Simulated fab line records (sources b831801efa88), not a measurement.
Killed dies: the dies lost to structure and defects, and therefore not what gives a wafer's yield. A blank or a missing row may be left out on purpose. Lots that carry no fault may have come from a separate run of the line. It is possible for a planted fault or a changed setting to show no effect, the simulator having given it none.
Matching of chambers / flow sfq-line / SFQ_TRILAYER_I6_CMP_CMP_166 on cmp-02 has 4 sister chambers
The step polishes SiO2. 16 wafers are shown with their chamber, then 7 later ones without.

== WAFERS PAIRED WITH THEIR CHAMBERS ==
wafer=L219.2; chamber=1; motor-current-A (A)=8.8; time-to-endpoint-s (s)=211
wafer=L219.3; chamber=0; motor-current-A (A)=9.9; time-to-endpoint-s (s)=212
wafer=L219.5; chamber=1; motor-current-A (A)=9.0; time-to-endpoint-s (s)=211
wafer=L220.2; chamber=2; motor-current-A (A)=10.8; time-to-endpoint-s (s)=224
wafer=L220.4; chamber=1; motor-current-A (A)=8.8; time-to-endpoint-s (s)=206
wafer=L220.6; chamber=0; motor-current-A (A)=10.0; time-to-endpoint-s (s)=230
wafer=L223.1; chamber=1; motor-current-A (A)=9.5; time-to-endpoint-s (s)=190
wafer=L223.3; chamber=2; motor-current-A (A)=11.2; time-to-endpoint-s (s)=217
wafer=L223.5; chamber=2; motor-current-A (A)=9.7; time-to-endpoint-s (s)=210
wafer=L225.3; chamber=3; motor-current-A (A)=11.3; time-to-endpoint-s (s)=203
wafer=L225.2; chamber=2; motor-current-A (A)=10.6; time-to-endpoint-s (s)=214
wafer=L225.5; chamber=0; motor-current-A (A)=9.8; time-to-endpoint-s (s)=217
wafer=L226.2; chamber=1; motor-current-A (A)=8.6; time-to-endpoint-s (s)=202
wafer=L226.1; chamber=0; motor-current-A (A)=10.0; time-to-endpoint-s (s)=212
wafer=L226.6; chamber=1; motor-current-A (A)=9.3; time-to-endpoint-s (s)=218
wafer=L228.1; chamber=1; motor-current-A (A)=8.9; time-to-endpoint-s (s)=205

SIGNATURES (averages over the wafers above)
reading=motor-current-A; chamber 0=9.925; chamber 1=8.986; chamber 2=10.575; chamber 3=11.300; scatter within a chamber=0.39
reading=time-to-endpoint-s; chamber 0=217.75; chamber 1=206.14; chamber 2=216.25; chamber 3=203.00; scatter within a chamber=8.11
Rule: for a wafer and a chamber, the distance is found by dividing, reading by reading, the gap between the wafer's reading and the chamber's mean by the reading's scatter, squaring, summing and taking the root. The wafer belongs to the nearest chamber; if the next one is less than 2 further off, it can't be placed. The scatter is the square root of a quotient: the sum, over the shown wafers, of each reading's squared deviation from its chamber's mean, divided by wafers minus chambers.

== WAFERS WHOSE CHAMBER IS MISSING ==
wafer=L228.6; motor-current-A (A)=9.4; time-to-endpoint-s (s)=218
wafer=L241.4; motor-current-A (A)=10.3; time-to-endpoint-s (s)=238
wafer=L241.5; motor-current-A (A)=11.6; time-to-endpoint-s (s)=225
wafer=L241.6; motor-current-A (A)=9.4; time-to-endpoint-s (s)=231
wafer=L242.2; motor-current-A (A)=9.9; time-to-endpoint-s (s)=226
wafer=L242.5; motor-current-A (A)=11.4; time-to-endpoint-s (s)=219
wafer=L242.6; motor-current-A (A)=9.1; time-to-endpoint-s (s)=222

== EACH ONE'S CHAMBER ==
wafer=L228.6; from the rows above=can't be placed: 0 or 1 or 2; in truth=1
wafer=L241.4; from the rows above=can't be placed: 0 or 2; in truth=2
wafer=L241.5; from the rows above=can't be placed: 3 or 2 or 0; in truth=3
wafer=L241.6; from the rows above=can't be placed: 0 or 1 or 2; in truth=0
wafer=L242.2; from the rows above=can't be placed: 0 or 2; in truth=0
wafer=L242.5; from the rows above=can't be placed: 3 or 2 or 0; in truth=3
wafer=L242.6; from the rows above=can't be placed: 1 or 0 or 2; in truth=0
Placed correctly: 0 of 7. Cannot be placed on the basis of these rows: 7; the candidates contain the true chamber in 7. Wrongly placed: 0.
